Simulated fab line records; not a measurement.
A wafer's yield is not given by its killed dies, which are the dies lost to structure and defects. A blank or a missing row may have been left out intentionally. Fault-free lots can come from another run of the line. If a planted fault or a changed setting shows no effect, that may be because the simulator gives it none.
Which of the tools did it?    flow sky130    33 wafers from 11 lots sampled at 4 of the route's 708 steps

## WHAT THE GAUGES SHOWED, per wafer
SKY_VIA1_OVL_MEAS_13.
lot   measured      on          VIA1_OVL (nm)
L827  day 35 07:53  overlay-01  -10 -2 -6
L826  day 35 09:33  overlay-02  0 2 4
L828  day 35 12:23  overlay-01  -2 0 -7
L830  day 35 23:15  overlay-01  -4 -5 2
L831  day 36 08:55  overlay-02  -4 7 6
L836  day 37 18:15  overlay-02  2 1 -1
L837  day 37 23:40  overlay-01  30 32 31
L841  day 38 20:19  overlay-01  34 40 35
L844  day 39 18:25  overlay-02  10 13 6
L845  day 40 02:29  overlay-02  -5 8 0
L847  day 40 22:32  overlay-02  7 5 -9

## TOOL THAT RAN EACH LOT (tool first, then ch and the chambers of the sampled wafers, then the start)
lot   SKY_METAL1_DESCUM_17               SKY_METAL1_METAL_ETCH_19           SKY_VIA1_EXPOSE_09
L827  rie metal-02 ch 0,1, day 34 04:00  rie metal-02 ch 0,1, day 34 04:05  krf scanner-02 ch 0, day 34 17:52
L826  rie metal-01 ch 1, day 34 06:04    rie metal-01 ch 1, day 34 06:10    krf scanner-02 ch 0, day 34 20:14
L828  rie metal-04 ch 0,1, day 34 08:05  rie metal-04 ch 0,1, day 34 08:11  krf scanner-01 ch 0, day 34 22:29
L830  rie metal-02 ch 0,1, day 34 19:15  rie metal-02 ch 0,1, day 34 19:20  krf scanner-01 ch 0, day 35 10:47
L831  rie metal-01 ch 1, day 35 04:51    rie metal-01 ch 1, day 35 04:56    krf scanner-02 ch 0, day 35 18:38
L836  rie metal-01 ch 1, day 36 13:48    rie metal-01 ch 1, day 36 13:59    krf scanner-02 ch 0, day 37 04:29
L837  rie metal-02 ch 0,1, day 36 18:55  rie metal-02 ch 0,1, day 36 19:03  krf scanner-02 ch 0, day 37 10:20
L841  rie metal-02 ch 0, day 37 17:28    rie metal-02 ch 0, day 37 17:34    krf scanner-02 ch 0, day 38 07:17
L844  rie metal-01 ch 0,1, day 38 16:38  rie metal-01 ch 0,1, day 38 16:44  krf scanner-01 ch 0, day 39 05:10
L845  rie metal-01 ch 0,1, day 38 23:21  rie metal-01 ch 0,1, day 38 23:26  krf scanner-01 ch 0, day 39 13:00
L847  rie metal-04 ch 0,1, day 39 20:16  rie metal-04 ch 0,1, day 39 20:22  krf scanner-01 ch 0, day 40 09:33
- SKY_METAL1_DESCUM_17: chemistry O2, time 8 s.
- SKY_METAL1_METAL_ETCH_19: etches the open film in Cl2/BCl3, stops on SiO2, target depth 360 nm, time 78 s.
- SKY_VIA1_EXPOSE_09: exposes mask VIM, target cd 150 nm.

## AS READ BY THE TOOLS THEMSELVES (means over the sampled wafers that have a number; for cases with no such wafer, the mark the record gives instead)
SKY_METAL1_DESCUM_17.
lot   tool          drypump motor current A (A)  oes product au (a.u.)  temp c (C)
L827  rie metal-02  5.81                         1.007                  39.97
L826  rie metal-01  6.02                         0.983                  39.99
L828  rie metal-04  5.69                         0.987                  40.11
L830  rie metal-02  6.06                         1.002                  40.10
L831  rie metal-01  6.02                         0.986                  39.91
L836  rie metal-01  6.03                         0.991                  39.98
L837  rie metal-02  5.81                         1.002                  39.96
L841  rie metal-02  6.30                         0.996                  40.05
L844  rie metal-01  5.85                         0.989                  40.11
L845  rie metal-01  5.67                         0.998                  39.96
L847  rie metal-04  5.70                         0.995                  39.94

SKY_METAL1_METAL_ETCH_19.
lot   tool          bcl3 flow sccm (sccm)  drypump motor current A (A)  oes product au (a.u.)  throttle valve pct (%)
L827  rie metal-02  29.92                  5.81                         0.856                  22.270
L826  rie metal-01  29.93                  6.03                         0.856                  22.266
L828  rie metal-04  29.99                  5.69                         0.860                  22.268
L830  rie metal-02  29.98                  6.06                         0.854                  22.257
L831  rie metal-01  29.88                  6.03                         0.858                  22.264
L836  rie metal-01  30.13                  6.03                         0.851                  22.263
L837  rie metal-02  30.07                  5.82                         0.857                  22.266
L841  rie metal-02  30.10                  6.31                         0.854                  22.269
L844  rie metal-01  30.10                  5.85                         0.856                  22.277
L845  rie metal-01  30.10                  5.66                         0.854                  22.264
L847  rie metal-04  30.03                  5.69                         0.850                  22.265

SKY_VIA1_EXPOSE_09.
lot   tool            exposure dose mJ cm2
L827  krf scanner-02  37.98
L826  krf scanner-02  37.98
L828  krf scanner-01  37.96
L830  krf scanner-01  37.97
L831  krf scanner-02  37.92
L836  krf scanner-02  37.93
L837  krf scanner-02  37.97
L841  krf scanner-02  37.92
L844  krf scanner-01  37.90
L845  krf scanner-01  37.92
L847  krf scanner-01  37.88

## THE ANSWER, worked out from the rows above alone
Rule: what is usual is taken from the lots themselves. The widest of any qualifying gaps counts: lots, ordered by their means at a reading, are off when they make up no more than a third of the lots, leave a main group of 4 or more, and stand apart from it by 3 or more times the standard deviation of that group's means. A main group is skipped when, at the precision printed for the reading in the tables above, its means are all equal. A lot without any number at a reading at which 4 lots or more have one is off too. All remaining lots with rows at the step are treated as sound. First the gauges in route order, then the tools' own readings, where a lot's mean is used as printed above. The first step at which some lot is off is used, and at that step the reading that is off furthest; a lot without a number counts as furthest.
Off: L837, L841, at SKY_VIA1_OVL_MEAS_13 (VIA1_OVL). The main group: mean 1 nm, standard deviation 4.2.
A tool fits if, at a process step before that reading, it ran every lot that is off, and no sound lot after the first of them. Gauges at SKY_VIA1_OVL_MEAS_13: tried the same way as those tools. Can't be told from this: 3 tools fit, rie metal-02 at SKY_METAL1_DESCUM_17 and SKY_METAL1_METAL_ETCH_19, krf scanner-02 at SKY_VIA1_EXPOSE_09, overlay-01 at SKY_VIA1_OVL_MEAS_13.

## WHAT HAD BEEN PUT IN BY THE SIMULATOR
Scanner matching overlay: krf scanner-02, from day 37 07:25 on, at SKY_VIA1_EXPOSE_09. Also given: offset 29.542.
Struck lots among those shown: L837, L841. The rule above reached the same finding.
